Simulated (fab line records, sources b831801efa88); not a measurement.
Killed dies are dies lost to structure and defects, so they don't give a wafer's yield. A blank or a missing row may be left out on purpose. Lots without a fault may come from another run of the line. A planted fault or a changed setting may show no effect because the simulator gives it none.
Chamber matching | flow gf180mcu | GF_V4_ETCH_17 on rie_diel-01: 4 sister chambers
The step etches SiO2 in C4F8/O2/Ar, stops on TiN, target depth 630 nm. 8 wafers are shown with their chamber, then 7 later ones without.

WAFERS WITH THEIR CHAMBER
wafer  | chamber | chamber_pressure_mTorr (mTorr) | oes_product_au (a.u.)
L905.5 | 1       | 40.02                          | 0.857
L906.4 | 1       | 40.01                          | 0.851
L909.2 | 0       | 40.03                          | 0.864
L917.1 | 0       | 40.02                          | 0.870
L917.3 | 3       | 40.03                          | 0.855
L917.5 | 2       | 40.05                          | 0.855
L921.3 | 3       | 39.95                          | 0.846
L921.4 | 2       | 40.00                          | 0.851

WAFERS WITHOUT THEIR CHAMBER
wafer  | chamber_pressure_mTorr (mTorr) | oes_product_au (a.u.)
L921.6 | 39.96                          | 0.852
L924.2 | 40.03                          | 0.865
L924.3 | 39.97                          | 0.860
L924.4 | 39.96                          | 0.853
L927.1 | 40.08                          | 0.861
L927.2 | 39.98                          | 0.855
L927.6 | 40.05                          | 0.850

WHICH CHAMBER EACH WENT THROUGH
wafer  | from the rows above               | in truth
L921.6 | can't be placed: 3 or 1 or 2      | 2
L924.2 | can't be placed: 0 or 1           | 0
L924.3 | can't be placed: 1 or 3 or 2 or 0 | 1
L924.4 | can't be placed: 3 or 1 or 2      | 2
L927.1 | can't be placed: 0 or 2 or 1 or 3 | 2
L927.2 | can't be placed: 3 or 1 or 2 or 0 | 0
L927.6 | can't be placed: 2 or 1 or 3      | 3
Placed correctly: 0 of 7. Can't be placed from these rows: 7 (the true chamber is among the candidates in 7). Placed wrongly: 0.
How it was worked out, from the rows above alone: a wafer's distance from a chamber is the root of the sum, over the readings, of the square of ((its reading less the chamber's mean) divided by the reading's scatter). The wafer belongs to the nearest chamber; if the next one is less than 2 further off, it can't be placed. A chamber's mean is the mean of its shown wafers. The scatter: the root of (the sum of the squares of (reading less its chamber's mean) over the shown wafers, divided by (wafers less chambers)).
